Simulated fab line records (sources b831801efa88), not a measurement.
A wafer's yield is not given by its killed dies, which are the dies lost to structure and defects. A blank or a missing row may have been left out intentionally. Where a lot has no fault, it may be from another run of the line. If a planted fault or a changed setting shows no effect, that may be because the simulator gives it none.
A struck lot beside a sound one -- flow sky130 -- 17 out of 708 route steps
Sound: wafers L252.1, L252.2, L252.3. Struck: wafers L262.3, L262.6. (L262.4 of the same lot was not struck and is left out.) The cause comes at the end.
Per side, at each step with rows, come the tool, then ch with its chambers, and then its first start. Under that, the readings that differ: sound wafers -- struck wafers -- difference of the means -- sigmas: that difference in standard deviations of wafers without a fault.
alike: same words and numbers on both sides, and readings whose means sit less than 2 such deviations apart. not compared: any withheld reading, any reading some wafer has no value for, any bound like >300 that may hide the same value, and any number with overlapping values for which the record gives no deviation.
A row with sigmas, a row that says differs or no value, or rows on one side alone: a step with any of these is where the two part. Non-overlapping numbers with no deviation appear without sigmas and do not part them. A reading missing from all wafers of one side parts the sides only when that side holds two or more wafers.

first, 1 step without rows for these wafers: SKY_FIELD_ISO_DEVELOP_12 (develop time 60 s).
SKY_FIELD_ISO_CD_MEAS_13: target cd 150 nm.
  sound on cd_sem-01, day 3 01:41; struck on cd_sem-02, day 5 04:29
  alike: cd_nm
SKY_FIELD_ISO_ETCH_14: etches BARC in N2/H2, stops on SiO2, time 45.9 s, target depth 60 nm.
  sound on rie_diel-02 ch 0,1,3, day 3 01:49; struck on rie_diel-03 ch 2,3, day 5 04:34
  alike: drypump_motor_current_A, oes_product_au, throttle_valve_pct
  not compared: rf_hours_counter_h
SKY_FIELD_ISO_ETCH_15: etches the open film in CHF3/O2, stops on Si, target depth 180 nm, time 72 s.
  sound on rie_diel-02 ch 0,1,3, day 3 01:52; struck on rie_diel-03 ch 2,3, day 5 04:37
  alike: O2_flow_sccm, drypump_motor_current_A, oes_product_au, throttle_valve_pct
  not compared: rf_hours_counter_h
SKY_FIELD_ISO_STRIP_16: strips in O2/N2.
  sound on plasma_asher-04 ch 0,1, day 3 01:55; struck on plasma_asher-02 ch 1, day 5 04:42
  alike: drypump_motor_current_A, o2_flow_sccm, oes_product_au, strip_time_to_endpoint_s
  not compared: rf_hours_counter_h
SKY_FIELD_ISO_ETCH_17: etches Si in HBr/Cl2/O2, target depth 342 nm, time 97.7 s.
  sound on rie_si-01 ch 0,1,2, day 3 02:01; struck on rie_si-02 ch 2, day 5 04:46
  alike: O2_flow_sccm, drypump_motor_current_A, oes_product_au, throttle_valve_pct
  not compared: rf_hours_counter_h
then, 5 steps without rows for these wafers: SKY_FIELD_ISO_WET_ETCH_18 (etches Si3N4 in H3PO4, target depth 25 nm, time 286 s); SKY_FIELD_ISO_CLEAN_19 (cleans in SC1/SC2, time 150 s); SKY_FIELD_ISO_CLEAN_20 (cleans in dHF, time 20 s); SKY_FIELD_ISO_WET_ETCH_21 (etches SiO2 in dHF, target depth 20 nm, time 400 s); SKY_FIELD_ISO_OXIDATION_22 (stabilise 600 s, purge 300 s, target thk 10 nm).
SKY_FIELD_ISO_THK_MEAS_23:
  sound on film_metro-01, day 3 03:32; struck on film_metro-02, day 5 08:26
  alike: FIELD_ISO_OXIDATION_01_THK
SKY_FIELD_ISO_CVD_24: deposits SiO2, target thk 595 nm, time 99.2 s.
  sound on hdpcvd-01 ch 0,1,2, day 3 03:35; struck on hdpcvd-02 ch 1, day 5 08:28
reading,sound,struck,difference,sigmas
model.SiO2_of_FIELD_ISO_CVD_24.thk_nm (nm),597.9 587.7 591.4,837.6 842.6,+247.8,
SKY_FIELD_ISO_THK_MEAS_25:
  sound on film_metro-03, day 3 03:40; struck on film_metro-01, day 5 08:47
reading,sound,struck,difference,sigmas
FIELD_ISO_CVD_24_THK (nm),598 588 591,838 843,+248,+38
  not compared: hold
SKY_FIELD_ISO_CMP_27: polishes, stops on Si3N4, t overpolish 16 s, target thk 457.8 nm.
  sound on cmp-01 ch 0,1,3, day 3 05:14; struck on cmp-01 ch 1,3, day 5 20:32
reading,sound,struck,difference,sigmas
time_to_endpoint_s (s),108 101 111,153 148,+44,+12
  alike: motor_current_A, slurry_flow_ml_min
then, 1 step without rows for these wafers: SKY_FIELD_ISO_WET_ETCH_28 (etches SiO2 in dHF, target depth 23.7 nm, time 47 s).
-- a jump in the record: the struck wafers' starts before and after are 45 days apart (it breaks off in module FIELD_ISO and resumes in module PAD_OPEN, where the first step shown is number 708 of the route) --
SKY_PAD_OPEN_PROBE_99:
  sound on prober-02, day 48 21:17; struck on prober-02, day 50 23:52
reading,sound,struck,difference,sigmas
killed_at_M0_to_M3,35 37 34,60 45,+17,+2
  alike: killed_at_M4_up, killed_at_contacts, killed_at_front_end, killed_at_other, killed_dies, killed_open, killed_short

## WHERE THEY PART
First at SKY_FIELD_ISO_THK_MEAS_25; last, within this record, at SKY_PAD_OPEN_PROBE_99.

WHY: the cause the simulator had injected
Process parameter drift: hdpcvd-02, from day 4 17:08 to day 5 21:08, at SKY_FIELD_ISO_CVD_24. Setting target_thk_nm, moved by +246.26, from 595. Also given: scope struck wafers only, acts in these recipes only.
